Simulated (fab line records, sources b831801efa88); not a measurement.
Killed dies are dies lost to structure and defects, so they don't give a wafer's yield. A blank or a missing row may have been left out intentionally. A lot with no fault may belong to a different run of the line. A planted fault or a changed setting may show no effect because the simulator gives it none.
Matching of chambers	flow gf180mcu	cmp-01 running GF_V2_CMP_04: 4 sister chambers
The step polishes SiO2. 4 wafers are shown with their chamber, then 8 later ones without.

## WAFERS WITH THEIR CHAMBER
wafer	chamber	motor current A (A)
L408.4	3	10.2
L413.2	2	10.4
L413.5	0	11.1
L414.1	1	12.1

## WAFERS WITH NO CHAMBER GIVEN
wafer	motor current A (A)
L414.2	10.8
L414.4	11.4
L419.1	10.7
L419.2	11.1
L419.4	10.7
L421.1	10.5
L421.2	12.2
L421.5	11.9

## CHAMBER TAKEN BY EACH
wafer	from the rows above	in truth
L414.2	can't be placed: 0 or 2 or 3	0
L414.4	can't be placed: 0 or 1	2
L419.1	can't be placed: 2 or 0 or 3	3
L419.2	0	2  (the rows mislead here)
L419.4	can't be placed: 2 or 0 or 3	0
L421.1	can't be placed: 2 or 3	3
L421.2	1	1
L421.5	1	1
Placed correctly: 2 of 8. Cannot be placed on the basis of these rows: 5; the candidates contain the true chamber in 4. Wrongly placed: 1.
How it was worked out, from the rows above alone: a wafer's distance from a chamber is the root of the sum, over the readings, of the square of ((its reading less the chamber's mean) divided by the reading's scatter). The wafer belongs to the nearest chamber; if the next one is less than 2 further off, it can't be placed. The mean given for a chamber averages the wafers shown for that chamber. The scatter (one wafer shown for each chamber): square how far every hidden wafer sits from the nearest shown wafer, average those squares and take the square root.
